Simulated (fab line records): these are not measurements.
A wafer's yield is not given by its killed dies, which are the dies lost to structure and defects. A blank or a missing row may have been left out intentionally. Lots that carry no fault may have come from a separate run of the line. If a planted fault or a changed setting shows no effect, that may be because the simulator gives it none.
Which tool did it? || flow gf180mcu || 6 lots, 18 wafers sampled, at 2 steps of a route of 602

== WHAT THE GAUGES READ, wafer by wafer ==
GF_V5_CD_MEAS_14: target cd 260 nm.
{"lot": "L175", "measured": "day 28 07:05", "on": "cdSem-02", "cdNm (nm)": "257.2 258.4 259.3"}
{"lot": "L179", "measured": "day 29 11:18", "on": "cdSem-02", "cdNm (nm)": "259.5 260.3 259.5"}
{"lot": "L188", "measured": "day 31 23:57", "on": "cdSem-02", "cdNm (nm)": "259.7 260.9 259.4"}
{"lot": "L190", "measured": "day 32 18:24", "on": "cdSem-02", "cdNm (nm)": "259.2 260.6 260.3"}
{"lot": "L192", "measured": "day 33 02:04", "on": "cdSem-01", "cdNm (nm)": "260.7 261.0 260.2"}
{"lot": "L195", "measured": "day 33 14:04", "on": "cdSem-02", "cdNm (nm)": "262.9 260.7 260.3"}

== EACH LOT AND THE TOOL THAT RAN IT (in order: tool; ch and the chambers of the sampled wafers; start) ==
{"lot": "L175", "GF_V4_STRIP_18": "plasmaAsher-03 ch 0,1, day 25 13:44"}
{"lot": "L179", "GF_V4_STRIP_18": "plasmaAsher-04 ch 0,1, day 26 23:14"}
{"lot": "L188", "GF_V4_STRIP_18": "plasmaAsher-03 ch 0,1, day 29 15:49"}
{"lot": "L190", "GF_V4_STRIP_18": "plasmaAsher-02 ch 0,1, day 30 12:08"}
{"lot": "L192", "GF_V4_STRIP_18": "plasmaAsher-04 ch 0,1, day 30 19:52"}
{"lot": "L195", "GF_V4_STRIP_18": "plasmaAsher-03 ch 0, day 31 10:02"}
- GF_V4_STRIP_18: strips in O2/N2.

== THE ANSWER, worked out from the rows above alone ==
Rule: what is usual is taken from the lots themselves. Put in order of their means at a reading, lots are off if they are a third of the lots or fewer, leave a main group of 4 or more, and stand apart from it by a gap of 3 or more times the standard deviation of the main group's means; of several such gaps the widest counts. If all means in a main group match to the digits the tables above print for the reading, that group is not used. Also off: a lot with no number at a reading for which 4 or more lots have one. All remaining lots with rows at the step are treated as sound.
No lot is off on any of the readings shown, so nothing can be concluded from this.

== WHAT HAD BEEN PUT IN BY THE SIMULATOR ==
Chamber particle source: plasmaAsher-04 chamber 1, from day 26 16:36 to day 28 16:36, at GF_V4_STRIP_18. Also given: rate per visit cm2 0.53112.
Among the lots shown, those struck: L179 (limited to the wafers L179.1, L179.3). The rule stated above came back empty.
